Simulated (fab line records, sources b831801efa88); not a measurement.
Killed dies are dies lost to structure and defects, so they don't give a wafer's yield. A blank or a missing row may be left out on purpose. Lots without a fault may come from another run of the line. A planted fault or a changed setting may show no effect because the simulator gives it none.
Chamber matching | flow gf180mcu | GF_V3_CMP_26 on cmp-01: 4 sister chambers
The step polishes, stops on SiO2, t overpolish 15 s, target thk 0 nm. 8 wafers are shown with their chamber, then 7 later ones without.

WAFERS WITH THEIR CHAMBER
wafer  | chamber | motor_current_A (A) | time_to_endpoint_s (s)
L758.1 | 2       | 12.1                | 91
L759.4 | 0       | 8.4                 | 89
L760.3 | 1       | 10.4                | 90
L760.5 | 2       | 12.8                | 92
L760.6 | 3       | 9.1                 | 96
L762.2 | 3       | 8.7                 | 89
L762.3 | 1       | 10.6                | 85
L762.5 | 0       | 9.3                 | 85

WAFERS WITHOUT THEIR CHAMBER
wafer  | motor_current_A (A) | time_to_endpoint_s (s)
L763.4 | 8.4                 | 84
L763.5 | 8.8                 | 88
L763.6 | 8.8                 | 86
L771.3 | 12.2                | 86
L771.5 | 12.5                | 87
L773.2 | 8.8                 | 85
L773.5 | 8.7                 | 83

WHICH CHAMBER EACH WENT THROUGH
wafer  | from the rows above     | in truth
L763.4 | can't be placed: 0 or 3 | 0
L763.5 | can't be placed: 0 or 3 | 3
L763.6 | can't be placed: 0 or 3 | 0
L771.3 | 2                       | 2
L771.5 | 2                       | 2
L773.2 | can't be placed: 0 or 3 | 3
L773.5 | can't be placed: 0 or 3 | 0
Placed correctly: 2 of 7. Can't be placed from these rows: 5 (the true chamber is among the candidates in 5). Placed wrongly: 0.
How it was worked out, from the rows above alone: a wafer's distance from a chamber is the root of the sum, over the readings, of the square of ((its reading less the chamber's mean) divided by the reading's scatter). The wafer belongs to the nearest chamber; if the next one is less than 2 further off, it can't be placed. A chamber's mean is the mean of its shown wafers. The scatter: the root of (the sum of the squares of (reading less its chamber's mean) over the shown wafers, divided by (wafers less chambers)).
